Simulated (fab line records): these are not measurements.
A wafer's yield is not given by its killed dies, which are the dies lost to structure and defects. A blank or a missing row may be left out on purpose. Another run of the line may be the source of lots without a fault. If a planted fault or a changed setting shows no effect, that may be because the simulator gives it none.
A lot that was struck, set against a sound lot | flow sky130 | 18 out of 708 route steps
Sound: these wafers, L831.1, L831.3, L831.5. Struck: wafers L841.1, L841.4, L841.6. The cause is given at the end.
For every step that has rows: the tool of each side, followed by ch and its chambers, followed by its first start. Under that, the readings that differ: sound wafers | struck wafers | difference of the means | sigmas: that difference in standard deviations of wafers without a fault.
alike: same words and numbers on both sides, and readings whose means sit less than 2 such deviations apart. not compared: any withheld reading, any reading some wafer has no value for, any bound like >300 that may hide the same value, and any number with overlapping values for which the record gives no deviation.
The two part at a step that has a row with sigmas, a row that says differs or no value, or rows on one side only. Numbers that don't overlap but have no deviation are shown without sigmas and don't part them. Lack of a reading on every wafer of one side parts them only where that side has two or more wafers.

first, 3 steps without rows for these wafers: SKY_VT_ADJUST_NCORE_EXPOSE_04 (exposes mask LVTN COMPLEMENT THIN, target cd 380 nm); SKY_VT_ADJUST_NCORE_PEB_05; SKY_VT_ADJUST_NCORE_DEVELOP_06 (develop time 60 s).
SKY_VT_ADJUST_NCORE_CD_MEAS_07: target cd 380 nm.
  sound on cd-sem-02 at day 8 21:52; struck on cd-sem-02 at day 11 17:10
  alike: cd-nm
SKY_VT_ADJUST_NCORE_OVL_MEAS_08:
  sound on overlay-01 at day 8 21:59; struck on overlay-02 at day 11 17:17
  reading                  | sound       | struck         | difference | sigmas
  VT_ADJUST_NCORE_OVL (nm) | 2.4 3.3 2.4 | -1.7 -2.3 -0.7 | -4.3       | -3
then, 1 step without rows for these wafers: SKY_VT_ADJUST_NCORE_IMPLANT_09.
SKY_VT_ADJUST_NCORE_STRIP_10: strips in O2/N2.
  sound on plasma-asher-04 ch 0,1, day 8 22:10; struck on plasma-asher-04 ch 0, day 11 17:28
  reading                      | sound             | struck            | difference | sigmas
  strip-time-to-endpoint-s (s) | 14.12 14.13 14.15 | 14.20 14.20 14.24 | +0.08      | +2
  alike: drypump-motor-current-A, oes-product-au
  not compared: rf-hours-counter-h
SKY_VT_ADJUST_NCORE_TW_MEAS_11:
  sound on film-metro-04 at day 8 22:16; struck on film-metro-02 at day 11 17:34
  alike: VT_ADJUST_NCORE_TW
then, 4 steps without rows for these wafers: SKY_VT_ADJUST_HVTR_DEHYDRATE_00 (time 60 s); SKY_VT_ADJUST_HVTR_HMDS_01 (prime time 60 s); SKY_VT_ADJUST_HVTR_COAT_02 (resist thk 1140 nm); SKY_VT_ADJUST_HVTR_SOFTBAKE_03 (time 60 s).
SKY_VT_ADJUST_HVTR_EXPOSE_04: exposes mask HVTRM, target cd 380 nm.
  sound on iline-stepper-01 ch 0, day 9 09:02; struck on iline-stepper-01 ch 0, day 12 05:29
  reading              | sound                | struck               | difference | sigmas
  exposure-dose-mJ-cm2 | 149.95 149.90 150.07 | 154.85 154.91 154.57 | +4.80      | +32
  alike: mask, focus-offset-nm
then, 2 steps without rows for these wafers: SKY_VT_ADJUST_HVTR_PEB_05; SKY_VT_ADJUST_HVTR_DEVELOP_06 (develop time 60 s).
SKY_VT_ADJUST_HVTR_CD_MEAS_07: target cd 380 nm.
  sound on cd-sem-02 at day 9 19:17; struck on cd-sem-02 at day 12 17:23
  reading    | sound             | struck            | difference | sigmas
  cd-nm (nm) | 381.5 377.3 380.6 | 388.7 387.0 390.6 | +9.0       | +4
SKY_VT_ADJUST_HVTR_OVL_MEAS_08:
  sound on overlay-01 at day 9 19:25; struck on overlay-01 at day 12 17:30
  alike: VT_ADJUST_HVTR_OVL
-- the record jumps here: 36 days lie between the struck wafers' starts before and after (it left off in module VT_ADJUST_HVTR and takes up again in module PAD_OPEN, whose first step shown is number 708 of the route) --
SKY_PAD_OPEN_PROBE_99:
  sound on prober-02 at day 45 20:37; struck on prober-01 at day 48 11:16
  alike: killed_at_M0_to_M3, killed_at_M4_up, killed-at-contacts, killed-at-front-end, killed-at-other, killed-dies, killed-open, killed-short

== WHERE THEY PART ==
At SKY_VT_ADJUST_NCORE_OVL_MEAS_08 first; at SKY_VT_ADJUST_HVTR_CD_MEAS_07 last (within this record only). Later steps at which nothing parts them and some readings are alike: SKY_VT_ADJUST_HVTR_OVL_MEAS_08, SKY_PAD_OPEN_PROBE_99.

WHY: the cause the simulator had injected
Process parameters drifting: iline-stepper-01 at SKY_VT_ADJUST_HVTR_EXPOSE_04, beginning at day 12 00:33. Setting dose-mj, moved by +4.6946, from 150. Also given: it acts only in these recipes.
